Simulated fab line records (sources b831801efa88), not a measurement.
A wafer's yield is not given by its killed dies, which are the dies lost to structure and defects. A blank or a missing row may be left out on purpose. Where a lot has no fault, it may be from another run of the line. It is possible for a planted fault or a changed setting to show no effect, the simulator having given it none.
Commonality check across tools :: flow gf180mcu :: 12 lots and 36 wafers in the sample

== THE REASON FOR OPENING IT ==
At GF_STI_THK_MEAS_30 the reading STI_OXIDATION_02_THK is flagged on 3 of 12 lots. No-fault wafers: 9.96 nm, standard deviation 0.2.
Rule: a lot is flagged when every wafer of it that has a number lies more than 4 standard deviations from that mean, or none has a number. All remaining lots are regarded as sound.

lot: L646
measured: day 2 08:40
on: film_metro-03
STI_OXIDATION_02_THK (nm), wafer by wafer: 10.05 9.94 10.00
flag: 

lot: L647
measured: day 2 12:17
on: film_metro-03
STI_OXIDATION_02_THK (nm), wafer by wafer: 10.08 9.89 10.03
flag: 

lot: L651
measured: day 3 08:23
on: film_metro-04
STI_OXIDATION_02_THK (nm), wafer by wafer: 10.07 10.07 10.16
flag: 

lot: L654
measured: day 3 22:36
on: film_metro-04
STI_OXIDATION_02_THK (nm), wafer by wafer: 9.40 9.49 9.42
flag: 

lot: L655
measured: day 4 03:53
on: film_metro-01
STI_OXIDATION_02_THK (nm), wafer by wafer: 10.26 10.22 10.20
flag: 

lot: L657
measured: day 4 15:26
on: film_metro-04
STI_OXIDATION_02_THK (nm), wafer by wafer: 10.14 10.24 10.21
flag: 

lot: L658
measured: day 4 23:02
on: film_metro-01
STI_OXIDATION_02_THK (nm), wafer by wafer: 16.18 16.01 16.22
flag: FLAGGED

lot: L659
measured: day 5 01:55
on: film_metro-03
STI_OXIDATION_02_THK (nm), wafer by wafer: 9.81 9.85 9.87
flag: 

lot: L660
measured: day 5 06:28
on: film_metro-04
STI_OXIDATION_02_THK (nm), wafer by wafer: 10.06 9.83 9.74
flag: 

lot: L662
measured: day 5 16:01
on: film_metro-03
STI_OXIDATION_02_THK (nm), wafer by wafer: 10.02 9.91 9.94
flag: 

lot: L665
measured: day 6 09:31
on: film_metro-03
STI_OXIDATION_02_THK (nm), wafer by wafer: 16.55 16.67 16.38
flag: FLAGGED

lot: L669
measured: day 7 07:00
on: film_metro-03
STI_OXIDATION_02_THK (nm), wafer by wafer: 15.51 15.69 15.76
flag: FLAGGED
The numbers of the flagged lots are 16.11 nm on average: +6.15 nm against the usual, or +31 standard deviations.

== WHICH TOOL EACH LOT WENT THROUGH ==
2 process steps preceding the reading are held in the record, out of 602 steps in the route. Cell contents, in order: the tool; ch with the chambers the sampled wafers went through; the start.
lot: L646
flag: 
GF_STI_STRIP_15: plasma_asher-03 ch 0,1, day 2 03:55
GF_STI_OXIDATION_29: furnace-01 ch 0, day 2 07:16

lot: L647
flag: 
GF_STI_STRIP_15: plasma_asher-01 ch 0,1, day 2 08:10
GF_STI_OXIDATION_29: furnace-01 ch 0, day 2 10:53

lot: L651
flag: 
GF_STI_STRIP_15: plasma_asher-01 ch 0, day 3 04:19
GF_STI_OXIDATION_29: furnace-01 ch 0, day 3 06:59

lot: L654
flag: 
GF_STI_STRIP_15: plasma_asher-04 ch 0,1, day 3 18:28
GF_STI_OXIDATION_29: furnace-02 ch 0, day 3 21:12

lot: L655
flag: 
GF_STI_STRIP_15: plasma_asher-03 ch 0,1, day 3 23:49
GF_STI_OXIDATION_29: furnace-01 ch 0, day 4 02:29

lot: L657
flag: 
GF_STI_STRIP_15: plasma_asher-01 ch 0,1, day 4 09:37
GF_STI_OXIDATION_29: furnace-01 ch 0, day 4 14:01

lot: L658
flag: FLAGGED
GF_STI_STRIP_15: plasma_asher-04 ch 0,1, day 4 15:38
GF_STI_OXIDATION_29: furnace-01 ch 0, day 4 20:04

lot: L659
flag: 
GF_STI_STRIP_15: plasma_asher-01 ch 0,1, day 4 21:25
GF_STI_OXIDATION_29: furnace-02 ch 0, day 5 00:31

lot: L660
flag: 
GF_STI_STRIP_15: plasma_asher-04 ch 0,1, day 5 02:04
GF_STI_OXIDATION_29: furnace-02 ch 0, day 5 05:03

lot: L662
flag: 
GF_STI_STRIP_15: plasma_asher-04 ch 0,1, day 5 11:52
GF_STI_OXIDATION_29: furnace-01 ch 0, day 5 14:37

lot: L665
flag: FLAGGED
GF_STI_STRIP_15: plasma_asher-04 ch 0,1, day 6 03:43
GF_STI_OXIDATION_29: furnace-01 ch 0, day 6 06:33

lot: L669
flag: FLAGGED
GF_STI_STRIP_15: plasma_asher-03 ch 0,1, day 7 00:12
GF_STI_OXIDATION_29: furnace-01 ch 0, day 7 03:14 and furnace-02 ch 0, day 7 05:34
These steps, and what they do:
- GF_STI_STRIP_15: strips in O2/N2.
- GF_STI_OXIDATION_29: stabilise 600 s, purge 300 s, target thk 10 nm.
- GF_STI_THK_MEAS_30

== FLAGGED AGAINST TOTAL, ONE TOOL AT A TIME (gauges that did the reading follow at the end) ==
step: GF_STI_STRIP_15
tool: plasma_asher-01
lots run: 4
flagged: 0
share of the flagged lots: none
sound lots run after its first flagged lot: -

step: GF_STI_STRIP_15
tool: plasma_asher-03
lots run: 3
flagged: 1
share of the flagged lots: some
sound lots run after its first flagged lot: 0

step: GF_STI_STRIP_15
tool: plasma_asher-04
lots run: 5
flagged: 2
share of the flagged lots: some
sound lots run after its first flagged lot: 2 (L660,L662)

step: GF_STI_OXIDATION_29
tool: furnace-01
lots run: 9
flagged: 3
share of the flagged lots: all
sound lots run after its first flagged lot: 1 (L662)

step: GF_STI_OXIDATION_29
tool: furnace-02
lots run: 4
flagged: 1
share of the flagged lots: some
sound lots run after its first flagged lot: 0

step: GF_STI_THK_MEAS_30
tool: film_metro-01
lots run: 2
flagged: 1
share of the flagged lots: some
sound lots run after its first flagged lot: 0

step: GF_STI_THK_MEAS_30
tool: film_metro-03
lots run: 6
flagged: 2
share of the flagged lots: some
sound lots run after its first flagged lot: 0

step: GF_STI_THK_MEAS_30
tool: film_metro-04
lots run: 4
flagged: 0
share of the flagged lots: none
sound lots run after its first flagged lot: -

== THE TABLE: WHAT IT ALLOWS ==
All flagged lots share 1 row of the table, namely furnace-01 at GF_STI_OXIDATION_29.
- furnace-01 at GF_STI_OXIDATION_29 ran 9 lots, 3 of them flagged. Sound lots ran on it after the first flagged one (L662), which a lasting fault on the whole tool wouldn't allow.
Not one row of the table ran every flagged lot while running no sound lot after the first.

== WHAT THE SIMULATOR PUT IN ==
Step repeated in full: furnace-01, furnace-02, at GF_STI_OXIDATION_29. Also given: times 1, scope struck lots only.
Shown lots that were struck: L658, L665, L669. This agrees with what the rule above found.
